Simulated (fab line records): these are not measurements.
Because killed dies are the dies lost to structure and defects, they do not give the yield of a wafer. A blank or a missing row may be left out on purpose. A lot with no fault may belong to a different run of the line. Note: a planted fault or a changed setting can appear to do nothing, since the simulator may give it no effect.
A lot that was struck, set against a sound lot | flow sky130 | 16 steps out of a route of 708
Sound: these wafers, L210.3, L210.4, L210.6. Wafers struck: L217.1, L217.4, L217.5. The cause is given at the end.
At each step with rows: each side's tool, then ch and its chambers, then its first start. Under that, the readings that differ: sound wafers | struck wafers | difference of the means | sigmas: that difference in standard deviations of wafers without a fault.
alike: same words and numbers on both sides, and readings whose means sit less than 2 such deviations apart. not compared: any withheld reading, any reading some wafer has no value for, any bound like >300 that may hide the same value, and any number with overlapping values for which the record gives no deviation.
Wherever a step has rows on one side only, a row that says differs or no value, or a row with sigmas, the two part there. Numbers that don't overlap but have no deviation are shown without sigmas and don't part them. Lack of a reading on every wafer of one side parts them only where that side has two or more wafers.

SKY_NWELL_RS_MEAS_29: measures by four-point-probe.
  struck on film-metro-01, day 7 13:47; sound on film-metro-02, day 5 18:07
  alike: NWELL_RS
SKY_NWELL_RS_MEAS_31: measures by four-point-probe.
  struck on film-metro-01, day 7 14:02; sound on film-metro-02, day 5 18:21
  alike: PWDE_RS
then, 7 steps without rows for these wafers: SKY_VT_ADJUST_HVTP_DEHYDRATE_00 (time 60 s); SKY_VT_ADJUST_HVTP_HMDS_01 (prime time 60 s); SKY_VT_ADJUST_HVTP_COAT_02 (resist thk 1140 nm); SKY_VT_ADJUST_HVTP_SOFTBAKE_03 (time 60 s); SKY_VT_ADJUST_HVTP_EXPOSE_04 (exposes mask HVTPM, target cd 380 nm); SKY_VT_ADJUST_HVTP_PEB_05; SKY_VT_ADJUST_HVTP_DEVELOP_06 (develop time 60 s).
SKY_VT_ADJUST_HVTP_CD_MEAS_07: target cd 380 nm.
  struck on cd-sem-02, day 8 09:50; sound on cd-sem-01, day 6 11:47
  alike: cd-nm
SKY_VT_ADJUST_HVTP_OVL_MEAS_08:
  struck on overlay-01, day 8 09:58; sound on overlay-02, day 6 11:52
  alike: VT_ADJUST_HVTP_OVL
SKY_VT_ADJUST_HVTP_IMPLANT_09:
  sound on implanter-02 ch 0, day 6 11:56; struck on implanter-02 ch 0, day 8 09:59
  reading            | sound                         | struck                     | difference | sigmas
  dose-ions-cm2      | 4.301e+12 4.298e+12 4.302e+12 | 4.38e+11 4.38e+11 4.37e+11 | -3.86e+12  | -99 or more
  faraday-current-uA | 24.4 23.1 24.6                | 2.4 2.4 2.4                | -21.6      | -46
SKY_VT_ADJUST_HVTP_STRIP_10: strips in O2/N2.
  sound on plasma-asher-01 ch 0,1, day 6 12:05; struck on plasma-asher-04 ch 0,1, day 8 10:08
  alike: drypump-motor-current-A, oes-product-au, strip-time-to-endpoint-s
  not compared: rf-hours-counter-h
SKY_VT_ADJUST_HVTP_TW_MEAS_11:
  struck on film-metro-03, day 8 10:14; sound on film-metro-03, day 6 12:10
  reading           | sound          | struck      | difference | sigmas
  VT_ADJUST_HVTP_TW | 1357 1364 1362 | 645 646 655 | -712       | -78
then, 2 steps without rows for these wafers: SKY_VT_ADJUST_LVTN_DEHYDRATE_00 (time 60 s); SKY_PAD_OPEN_PROBE_99.

WHERE THEY PART
First at SKY_VT_ADJUST_HVTP_IMPLANT_09; last, within this record, at SKY_VT_ADJUST_HVTP_TW_MEAS_11.

WHY: the cause the simulator had injected
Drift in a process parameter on implanter-02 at SKY_VT_ADJUST_HVTP_IMPLANT_09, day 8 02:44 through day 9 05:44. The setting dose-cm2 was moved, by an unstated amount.
